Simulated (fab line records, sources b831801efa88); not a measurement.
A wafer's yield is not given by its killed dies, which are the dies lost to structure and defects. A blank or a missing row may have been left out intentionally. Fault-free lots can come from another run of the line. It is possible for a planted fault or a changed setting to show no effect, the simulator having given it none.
Chamber matching ; flow gf180mcu ; GF_V3_ETCH_16 on rie diel-01: 4 sister chambers
The step etches BARC in N2/H2. 8 wafers are shown with their chamber, then 7 later ones without.

WAFERS, EACH WITH ITS CHAMBER
wafer;chamber;drypump motor current A (A);throttle valve pct (%)
L827.6;1;5.9;13.232
L833.3;0;4.7;13.240
L833.5;1;5.9;13.207
L838.3;3;5.4;13.206
L838.5;2;5.7;13.223
L838.6;3;5.4;13.233
L839.1;0;4.8;13.229
L839.2;2;5.7;13.235

WAFERS MISSING THEIR CHAMBER
wafer;drypump motor current A (A);throttle valve pct (%)
L839.5;4.8;13.225
L840.2;5.9;13.219
L840.3;4.8;13.214
L840.6;5.4;13.221
L842.2;5.9;13.231
L842.3;4.8;13.224
L842.6;5.7;13.211

WHICH CHAMBER EACH ONE RAN IN
wafer;from the rows above;in truth
L839.5;0;0
L840.2;1;1
L840.3;0;0
L840.6;3;3
L842.2;1;1
L842.3;0;0
L842.6;2;2
7 of 7 placed correctly. Can't be placed from these rows: 0. Wrongly placed: 0.
How it was worked out, from the rows above alone: a wafer's distance from a chamber is the root of the sum, over the readings, of the square of ((its reading less the chamber's mean) divided by the reading's scatter). The wafer belongs to the nearest chamber; if the next one is less than 2 further off, it can't be placed. A chamber's mean is the mean of its shown wafers. The scatter: take each reading less its chamber's mean, square it, sum over the shown wafers, divide by the number of wafers less the number of chambers, and take the root.
